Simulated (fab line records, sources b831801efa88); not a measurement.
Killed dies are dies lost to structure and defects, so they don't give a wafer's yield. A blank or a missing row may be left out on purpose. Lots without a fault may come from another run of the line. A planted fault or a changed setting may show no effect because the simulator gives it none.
Chamber matching | flow gf180mcu | GF_V2_ETCH_16 on rie_diel-03: 4 sister chambers
The step etches BARC in N2/H2. 18 wafers are shown with their chamber, then 9 later ones without.

WAFERS WITH THEIR CHAMBER
wafer  | chamber | drypump_motor_current_A (A) | h2_flow_sccm (sccm) | oes_product_au (a.u.)
L078.2 | 3       | 4.7                         | 200.0               | 0.857
L078.3 | 2       | 5.3                         | 200.6               | 0.849
L078.4 | 3       | 4.7                         | 199.1               | 0.850
L080.1 | 1       | 5.5                         | 199.8               | 0.847
L080.2 | 3       | 4.7                         | 200.4               | 0.859
L080.6 | 1       | 5.4                         | 199.9               | 0.856
L083.3 | 1       | 5.5                         | 200.4               | 0.849
L083.4 | 3       | 4.7                         | 198.9               | 0.857
L083.5 | 1       | 5.4                         | 199.6               | 0.851
L084.2 | 0       | 4.7                         | 199.6               | 0.862
L084.5 | 3       | 4.7                         | 200.6               | 0.860
L084.6 | 2       | 5.3                         | 200.3               | 0.866
L086.3 | 1       | 5.4                         | 201.1               | 0.852
L086.4 | 2       | 5.3                         | 201.0               | 0.854
L086.5 | 1       | 5.4                         | 200.4               | 0.850
L088.2 | 3       | 4.7                         | 200.1               | 0.854
L088.3 | 0       | 4.7                         | 198.7               | 0.856
L088.5 | 3       | 4.7                         | 200.5               | 0.861

SIGNATURES (means of the wafers above)
reading                 | chamber 0 | chamber 1 | chamber 2 | chamber 3 | scatter within a chamber
drypump_motor_current_A | 4.700     | 5.433     | 5.300     | 4.700     | 0.0309
h2_flow_sccm            | 199.150   | 200.200   | 200.633   | 199.943   | 0.593
oes_product_au          | 0.85900   | 0.85083   | 0.85633   | 0.85686   | 0.00466
Rule: a wafer's distance from a chamber is the root of the sum, over the readings, of the square of ((its reading less the chamber's mean) divided by the reading's scatter). The wafer belongs to the nearest chamber; if the next one is less than 2 further off, it can't be placed. The scatter: the root of (the sum of the squares of (reading less its chamber's mean) over the shown wafers, divided by (wafers less chambers)).

WAFERS WITHOUT THEIR CHAMBER
wafer  | drypump_motor_current_A (A) | h2_flow_sccm (sccm) | oes_product_au (a.u.)
L091.1 | 5.3                         | 199.6               | 0.860
L091.4 | 4.7                         | 200.5               | 0.850
L091.6 | 4.7                         | 199.8               | 0.852
L094.2 | 5.4                         | 198.9               | 0.853
L094.3 | 4.8                         | 199.5               | 0.858
L094.5 | 4.7                         | 199.3               | 0.847
L096.3 | 5.3                         | 200.9               | 0.858
L096.4 | 4.7                         | 201.0               | 0.854
L096.6 | 4.7                         | 201.4               | 0.851

WHICH CHAMBER EACH WENT THROUGH
wafer  | from the rows above     | in truth
L091.1 | 2                       | 2
L091.4 | can't be placed: 3 or 0 | 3
L091.6 | can't be placed: 3 or 0 | 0
L094.2 | can't be placed: 1 or 2 | 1
L094.3 | can't be placed: 0 or 3 | 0
L094.5 | can't be placed: 3 or 0 | 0
L096.3 | 2                       | 2
L096.4 | can't be placed: 3 or 0 | 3
L096.6 | can't be placed: 3 or 0 | 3
Placed correctly: 2 of 9. Can't be placed from these rows: 7 (the true chamber is among the candidates in 7). Placed wrongly: 0.
